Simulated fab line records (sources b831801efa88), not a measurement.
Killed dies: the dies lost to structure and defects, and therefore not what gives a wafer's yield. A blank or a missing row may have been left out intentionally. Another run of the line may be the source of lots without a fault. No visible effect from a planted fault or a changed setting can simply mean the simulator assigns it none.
Which of the tools did it?    flow sky130    13 lots with 39 wafers sampled at 4 steps, on a route of 708 steps

== WHAT THE GAUGES SHOWED, per wafer ==
SKY_LDD_P_OVL_MEAS_08. Usual: for LDD_P_OVL the level is -0.7 nm and the standard deviation is 1.3.
lot   measured      on          LDD_P_OVL (nm)  flag
L959  day 18 19:13  overlay-02  -0.9 -1.5 -1.4  
L962  day 19 22:01  overlay-01  -0.7 -0.2 -2.8  
L963  day 20 20:27  overlay-01  -1.0 1.7 -0.3   
L964  day 21 02:40  overlay-02  -0.4 -2.1 -1.4  
L965  day 21 13:34  overlay-01  -0.2 -0.2 -1.2  
L968  day 22 10:34  overlay-01  0.0 0.1 0.7     
L973  day 24 01:37  overlay-01  -2.5 0.2 -0.4   
L974  day 24 14:40  overlay-02  0.1 -1.4 -0.7   
L978  day 25 23:25  overlay-01  -0.7 -1.2 0.0   
L979  day 26 06:45  overlay-01  1.1 2.0 0.4     
L980  day 26 19:19  overlay-01  -0.2 -0.3 -0.8  
L981  day 27 00:12  overlay-01  0.4 -0.7 0.2    
L982  day 27 22:13  overlay-02  -3.4 -4.6 -1.7  

SKY_LDD_HVN_OVL_MEAS_07. Usual: for LDD_HVN_OVL the level is 1.1 nm and the standard deviation is 1.3.
lot   measured      on          LDD_HVN_OVL (nm)  flag
L959  day 20 02:35  overlay-01  1.6 0.8 3.6       
L962  day 21 05:05  overlay-02  0.1 1.4 1.4       
L963  day 22 03:11  overlay-01  1.6 1.5 1.1       
L964  day 22 09:38  overlay-02  -0.7 0.4 -0.5     
L965  day 22 20:20  overlay-02  0.0 2.1 0.5       
L968  day 23 16:38  overlay-01  0.7 1.7 -0.1      
L973  day 25 07:42  overlay-02  -0.5 -0.8 -0.2    
L974  day 25 20:08  overlay-01  0.5 3.0 1.9       
L978  day 27 04:42  overlay-01  0.9 1.0 0.2       
L979  day 27 12:14  overlay-01  3.1 1.4 3.2       
L980  day 27 23:54  overlay-02  0.1 -1.9 1.6      
L981  day 28 05:17  overlay-02  1.5 1.0 1.8       
L982  day 29 03:17  overlay-02  2.0 -2.0 0.8      

== TOOL THAT RAN EACH LOT (tool first, then ch and the chambers of the sampled wafers, then the start) ==
lot   SKY_LDD_N_IMPLANT_14             SKY_LDD_P_STRIP_10
L959  implanter-03 ch 0, day 17 12:00  plasma-asher-01 ch 0,1, day 18 19:24
L962  implanter-03 ch 0, day 18 14:06  plasma-asher-04 ch 0, day 19 22:11
L963  implanter-04 ch 0, day 19 12:31  plasma-asher-03 ch 0, day 20 20:38
L964  implanter-03 ch 0, day 19 19:08  plasma-asher-01 ch 0,1, day 21 02:50
L965  implanter-03 ch 0, day 20 06:22  plasma-asher-03 ch 0,1, day 21 13:47
L968  implanter-03 ch 0, day 21 03:43  plasma-asher-01 ch 0,1, day 22 10:45
L973  implanter-04 ch 0, day 22 20:17  plasma-asher-03 ch 0,1, day 24 01:50
L974  implanter-04 ch 0, day 23 07:37  plasma-asher-01 ch 0,1, day 24 14:52
L978  implanter-02 ch 0, day 24 17:40  plasma-asher-03 ch 0,1, day 25 23:37
L979  implanter-02 ch 0, day 25 01:22  plasma-asher-03 ch 0,1, day 26 06:56
L980  implanter-04 ch 0, day 25 13:58  plasma-asher-04 ch 0,1, day 26 19:32
L981  implanter-02 ch 0, day 25 19:13  plasma-asher-03 ch 0,1, day 27 00:23
L982  implanter-04 ch 0, day 26 16:55  plasma-asher-03 ch 0,1, day 27 22:24
- SKY_LDD_N_IMPLANT_14
- SKY_LDD_P_STRIP_10: strips in O2/N2.

== AS READ BY THE TOOLS THEMSELVES (means over the sampled wafers that have a number; for cases with no such wafer, the mark the record gives instead) ==
SKY_LDD_N_IMPLANT_14. Usual: dose-ions-cm2 5.001e+12, standard deviation 5.5e+09; end-station-pressure-torr 4.99e-06 Torr, standard deviation 2.3e-07; faraday-current-uA 28.2, standard deviation 0.56.
lot   tool          dose-ions-cm2  end-station-pressure-torr (Torr)  faraday-current-uA  flag
L959  implanter-03  5.005e+12      4.94e-06                          28.3                
L962  implanter-03  5.011e+12      5.00e-06                          28.3                
L963  implanter-04  5.002e+12      5.08e-06                          28.6                
L964  implanter-03  5.002e+12      5.08e-06                          28.2                
L965  implanter-03  4.994e+12      4.84e-06                          28.7                
L968  implanter-03  5.006e+12      4.90e-06                          28.3                
L973  implanter-04  7.437e+12      4.96e-06                          41.8                OFF
L974  implanter-04  7.437e+12      5.03e-06                          41.5                OFF
L978  implanter-02  5.005e+12      4.91e-06                          28.4                
L979  implanter-02  5.006e+12      5.24e-06                          27.8                
L980  implanter-04  4.998e+12      4.97e-06                          28.0                
L981  implanter-02  5.008e+12      5.02e-06                          27.6                
L982  implanter-04  5.002e+12      4.88e-06                          27.7                

SKY_LDD_P_STRIP_10. Usual: drypump-motor-current-A 6.1 A, standard deviation 0.47; oes-product-au 0.716 a.u., standard deviation 0.0047; strip-time-to-endpoint-s 14.18 s, standard deviation 0.043.
lot   tool             drypump-motor-current-A (A)  oes-product-au (a.u.)  strip-time-to-endpoint-s (s)  flag
L959  plasma-asher-01  5.9                          0.718                  14.27                         
L962  plasma-asher-04  5.4                          0.720                  14.17                         
L963  plasma-asher-03  6.4                          0.712                  14.16                         
L964  plasma-asher-01  5.7                          0.716                  14.21                         
L965  plasma-asher-03  6.4                          0.717                  14.19                         
L968  plasma-asher-01  5.9                          0.714                  14.16                         
L973  plasma-asher-03  6.4                          0.718                  14.20                         
L974  plasma-asher-01  5.9                          0.714                  14.21                         
L978  plasma-asher-03  6.4                          0.715                  14.17                         
L979  plasma-asher-03  6.4                          0.718                  14.22                         
L980  plasma-asher-04  6.3                          0.717                  14.19                         
L981  plasma-asher-03  6.4                          0.719                  14.16                         
L982  plasma-asher-03  6.4                          0.712                  14.14                         

== THE ANSWER, worked out from the rows above alone ==
Rule: a lot is off if the mean of its wafers that have a number lies more than 3 standard deviations from the usual mean. Also off: a lot with no number at a reading for which 4 or more lots have one. Any other lot the step has rows for is counted as sound. First the gauges in route order, then the tools' own readings, where a lot's mean is used as printed above. The first step at which some lot is off is used, and at that step the reading that is off furthest; a lot without a number counts as furthest.
Off, at SKY_LDD_N_IMPLANT_14 on dose-ions-cm2: L973, L974.
If a tool, at that step or one of the process steps before it, ran each lot that is off and ran no sound lot following the first of them, it fits. Not one of the candidates tried fits.

== WHAT THE SIMULATOR PUT IN ==
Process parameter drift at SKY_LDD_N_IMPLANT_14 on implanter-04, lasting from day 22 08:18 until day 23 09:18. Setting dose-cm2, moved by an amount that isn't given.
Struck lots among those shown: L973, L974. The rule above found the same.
